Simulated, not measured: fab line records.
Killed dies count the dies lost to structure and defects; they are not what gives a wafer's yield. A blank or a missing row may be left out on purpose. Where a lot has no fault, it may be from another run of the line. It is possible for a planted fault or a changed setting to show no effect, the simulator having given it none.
One fault seen from 2 desks / flow gf180mcu / every desk sees just its own numbers, and what lay behind them comes last

## DESK OF THE TOOL OWNER: implanter-04
The tool's own readings at GF_MVSD_IMPLANT_09, given as means over the sampled wafers that have a number, one for each lot that went through this tool. A lot is out of limits, marked OUT, if its mean lies more than 4 standard deviations from the usual mean; the brackets give that distance.
Columns: A = dose ions cm2 at GF_MVSD_IMPLANT_09, usual 5e+12
lot=L456; first seen here=day 5 03:56; A=5e+12
lot=L458; first seen here=day 5 15:13; A=5e+12
lot=L460; first seen here=day 6 02:19; A=5e+12
lot=L462; first seen here=day 6 16:17; A=5e+12
lot=L468; first seen here=day 8 02:05; A=5e+12
lot=L470; first seen here=day 8 14:07; A=5e+12 (-39) OUT
lot=L472; first seen here=day 9 01:32; A=5e+12 (-38) OUT
Finding of this desk: L470, L472 out of limits; the first was L470 at day 8 14:07, on dose ions cm2 at GF_MVSD_IMPLANT_09. L456, L458, L460, L462, L468 stayed within limits.

## AT THE METROLOGY DESK
Means of the sampled wafers that have a number, per lot and without regard to the tool the lot ran on: this is what the gauges read. A lot is out of limits, marked OUT, if its mean lies more than 4 standard deviations from the usual mean; the brackets give that distance.
Columns: A = STI_CVD_23_THK at GF_STI_THK_MEAS_24, usual 662 nm
lot=L453; first seen here=day 2 04:08; A=667
lot=L454; first seen here=day 2 09:25; A=665
lot=L455; first seen here=day 2 13:47; A=662
lot=L456; first seen here=day 2 19:18; A=665
lot=L458; first seen here=day 3 05:00; A=666
lot=L460; first seen here=day 3 14:48; A=665
lot=L462; first seen here=day 4 02:13; A=662
lot=L463; first seen here=day 4 07:06; A=661
lot=L466; first seen here=day 4 21:45; A=655
lot=L467; first seen here=day 5 04:34; A=653
lot=L468; first seen here=day 5 08:41; A=665
lot=L470; first seen here=day 5 19:49; A=664
lot=L472; first seen here=day 6 04:36; A=662
lot=L476; first seen here=day 7 02:24; A=675
This desk found nothing out of limits on any of the 14 lots.

## PUT TOGETHER
The tool owner's desk could have raised an alarm at day 8 14:07, on L470, L472.
From the metrology desk's view, nothing was out of limits.
The metrology desk has L470, L472 on record, within its limits.
The lots listed all ran GF_MVSD_IMPLANT_09 on implanter-04.

## WHAT WAS PUT IN BY THE SIMULATOR
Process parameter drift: implanter-04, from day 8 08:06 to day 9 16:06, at GF_MVSD_IMPLANT_09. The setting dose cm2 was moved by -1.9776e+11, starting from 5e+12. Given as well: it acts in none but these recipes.
Lots struck among those shown: L470, L472.
Each desk's first reading out of limits, in hours after the fault started: the tool owner's desk, 6.
